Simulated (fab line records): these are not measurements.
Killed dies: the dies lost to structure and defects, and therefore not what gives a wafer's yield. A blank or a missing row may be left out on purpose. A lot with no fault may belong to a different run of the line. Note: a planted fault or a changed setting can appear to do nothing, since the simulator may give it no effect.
Which tool did it? | flow sky130 | 12 lots with 36 wafers sampled at 2 steps, on a route of 708 steps

## WHAT THE GAUGES READ, wafer by wafer
SKY_CONTACT_THK_MEAS_26: measures by xrf.
lot  | measured     | on            | CONTACT_W_THK (nm)
L076 | day 32 19:52 | film metro-04 | 341 335 335
L077 | day 33 08:25 | film metro-03 | 334 344 337
L079 | day 33 18:43 | film metro-04 | 338 342 334
L081 | day 34 06:47 | film metro-02 | 327 332 332
L083 | day 34 21:53 | film metro-04 | 340 341 340
L085 | day 35 14:28 | film metro-02 | 334 334 335
L087 | day 36 09:14 | film metro-02 | 335 337 334
L089 | day 36 18:53 | film metro-04 | 346 343 347
L091 | day 37 01:00 | film metro-04 | 343 342 341
L093 | day 37 20:15 | film metro-04 | 338 344 346
L095 | day 38 09:03 | film metro-04 | 343 336 341
L097 | day 39 01:09 | film metro-04 | 330 333 333

## WHAT TOOL EACH LOT RAN ON (gives the tool, then ch and the chambers of the sampled wafers, and finally the start)
lot  | SKY_CONTACT_ETCH_18
L076 | rie diel-02 ch 1,2,3, day 32 19:52 or earlier
L077 | rie diel-02 ch 0,2,3, day 33 08:25 or earlier
L079 | rie diel-02 ch 1,3, day 33 18:43 or earlier
L081 | rie diel-02 ch 0,1,3, day 34 06:47 or earlier
L083 | rie diel-01 ch 1,2,3, day 34 21:53 or earlier
L085 | rie diel-01 ch 0,3, day 35 14:28 or earlier
L087 | rie diel-01 ch 1,2,3, day 36 09:14 or earlier
L089 | rie diel-01 ch 1,2,3, day 36 18:53 or earlier
L091 | rie diel-02 ch 1,2,3, day 37 01:00 or earlier
L093 | rie diel-01 ch 0,1,2, day 37 20:15 or earlier
L095 | rie diel-02 ch 1,3, day 38 09:03 or earlier
L097 | rie diel-02 ch 0,1,3, day 39 01:09 or earlier
- SKY_CONTACT_ETCH_18: etches Si3N4 in CHF3/O2, stops on TiN, time 39 s, target depth 75 nm.

## THE ANSWER, worked out from the rows above alone
Rule: usual is defined by the lots themselves. The widest of any qualifying gaps counts: lots, ordered by their means at a reading, are off when they make up no more than a third of the lots, leave a main group of 4 or more, and stand apart from it by 3 or more times the standard deviation of that group's means. A main group is skipped when, at the precision printed for the reading in the tables above, its means are all equal. Also off: a lot with no number at a reading for which 4 or more lots have one. The other lots that the step has rows for count as sound.
None of the lots is off at any reading shown; this tells nothing.

## WHAT WAS PUT IN BY THE SIMULATOR
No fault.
